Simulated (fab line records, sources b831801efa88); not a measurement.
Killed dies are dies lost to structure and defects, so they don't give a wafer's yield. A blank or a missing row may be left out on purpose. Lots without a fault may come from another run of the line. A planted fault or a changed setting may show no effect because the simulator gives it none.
One fault seen from 2 desks | flow gf180mcu | each desk has only its own numbers; what lay behind them comes last

THE TOOL OWNER'S DESK: pvd_sputter-01
The tool's own readings at GF_M3_SPUTTER_00 (material Ti, target thk 37.5 nm, time 150 s): means of the sampled wafers that have a number, for each lot that ran on this tool. A lot is out of limits, marked OUT, if its mean lies more than 4 standard deviations from the usual mean; the brackets give that distance.
Columns: A = throttle_valve_pct at GF_M3_SPUTTER_00, usual 29.7 %
lot  | first seen here | A
L669 | day 21 23:49    | 28.5
L672 | day 22 14:53    | 30.5
L686 | day 27 04:16    | 29.9
This desk's finding: nothing out of limits on any of the 3 lots.

THE METROLOGY DESK
What the gauges read, lot by lot, whatever tool the lot ran on: means of the sampled wafers that have a number. A lot is out of limits, marked OUT, if its mean lies more than 4 standard deviations from the usual mean; the brackets give that distance.
Columns: A = V2_OVL at GF_V2_OVL_MEAS_15, usual -2 nm; B = V2_W_RS at GF_V2_RS_MEAS_24, usual 0.332 ohm/sq; C = V2_W_THK at GF_V2_THK_MEAS_25, usual 349 nm
lot  | first seen here | A  | B     | C
L669 | day 21 22:26    | -7 | 0.327 | 357
L672 | day 22 13:31    | 3  | 0.325 | 355
L686 | day 27 02:50    | -9 | 0.338 | 344
L687 | day 27 08:42    | -1 | 0.330 | 354
L689 | day 27 19:21    | -8 | 0.330 | 352
This desk's finding: nothing out of limits on any of the 5 lots.

PUT TOGETHER
The tool owner's desk saw nothing out of limits.
The metrology desk saw nothing out of limits.

WHAT THE SIMULATOR HAD PUT IN
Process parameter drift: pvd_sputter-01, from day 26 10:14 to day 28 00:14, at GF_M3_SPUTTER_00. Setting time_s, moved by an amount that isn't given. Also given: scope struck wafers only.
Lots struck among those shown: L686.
